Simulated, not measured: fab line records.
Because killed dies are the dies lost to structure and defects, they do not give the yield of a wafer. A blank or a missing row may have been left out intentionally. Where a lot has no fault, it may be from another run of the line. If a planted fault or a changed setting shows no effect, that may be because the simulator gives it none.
Which tool was responsible? | flow gf180mcu | at 1 step of a route of 602, 6 lots with 18 wafers sampled

## WHAT EACH GAUGE READ, for each wafer
GF_M2_OVL_MEAS_15.
lot  | measured     | on         | M2_OVL (nm)
L435 | day 19 20:19 | overlay-02 | -2 -1 -3
L437 | day 20 13:58 | overlay-01 | -7 -1 -13
L443 | day 23 10:46 | overlay-02 | -4 -7 -6
L447 | day 24 07:10 | overlay-02 | -3 -8 -3
L449 | day 25 08:21 | overlay-01 | -2 -2 2
L454 | day 26 11:23 | overlay-02 | 1 -6 -8

## WHICH TOOL RAN EACH LOT (tool, then ch and the chambers of the sampled wafers, then the start)
The record holds no process step before these readings.

## THE ANSWER, worked out from the rows above alone
Rule: the lots themselves supply what counts as usual. The widest of any qualifying gaps counts: lots, ordered by their means at a reading, are off when they make up no more than a third of the lots, leave a main group of 4 or more, and stand apart from it by 3 or more times the standard deviation of that group's means. A main group whose means are all the same, to the digits that the tables above print for the reading, isn't used. A lot without any number at a reading at which 4 lots or more have one is off too. All remaining lots with rows at the step are treated as sound.
Nothing can be told from this: no lot is off at any reading shown.

## WHAT THE SIMULATOR HAD PUT IN
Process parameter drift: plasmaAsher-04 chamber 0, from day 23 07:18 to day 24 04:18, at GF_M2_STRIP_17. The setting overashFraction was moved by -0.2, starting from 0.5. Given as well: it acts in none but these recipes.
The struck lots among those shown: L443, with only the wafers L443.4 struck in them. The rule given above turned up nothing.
